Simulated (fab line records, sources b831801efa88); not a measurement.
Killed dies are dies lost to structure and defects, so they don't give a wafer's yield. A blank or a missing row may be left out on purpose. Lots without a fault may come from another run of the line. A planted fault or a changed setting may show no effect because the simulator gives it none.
Chamber matching | flow gf180mcu | GF_SAB_ETCH_11 on rie_diel-01: 4 sister chambers
The step etches SiO2 in C4F8/O2/Ar, target depth 55 nm, time 8.5 s. 4 wafers are shown with their chamber, then 8 later ones without.

WAFERS WITH THEIR CHAMBER
wafer  | chamber | oes_product_au (a.u.)
L506.3 | 1       | 1.006
L507.4 | 3       | 1.003
L507.6 | 2       | 0.994
L516.3 | 0       | 1.020

WAFERS WITHOUT THEIR CHAMBER
wafer  | oes_product_au (a.u.)
L516.4 | 0.988
L516.6 | 1.016
L517.1 | 1.019
L517.5 | 1.002
L517.6 | 1.018
L520.3 | 1.003
L520.4 | 1.018
L520.6 | 1.016

WHICH CHAMBER EACH WENT THROUGH
wafer  | from the rows above     | in truth
L516.4 | 2                       | 2
L516.6 | can't be placed: 0 or 1 | 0
L517.1 | 0                       | 0
L517.5 | can't be placed: 3 or 1 | 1
L517.6 | 0                       | 0
L520.3 | can't be placed: 3 or 1 | 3
L520.4 | 0                       | 0
L520.6 | can't be placed: 0 or 1 | 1
Placed correctly: 4 of 8. Can't be placed from these rows: 4 (the true chamber is among the candidates in 4). Placed wrongly: 0.
How it was worked out, from the rows above alone: a wafer's distance from a chamber is the root of the sum, over the readings, of the square of ((its reading less the chamber's mean) divided by the reading's scatter). The wafer belongs to the nearest chamber; if the next one is less than 2 further off, it can't be placed. A chamber's mean is the mean of its shown wafers. The scatter: with one shown wafer a chamber, the root of the mean of the squares of how far each hidden wafer lies from its nearest shown one.
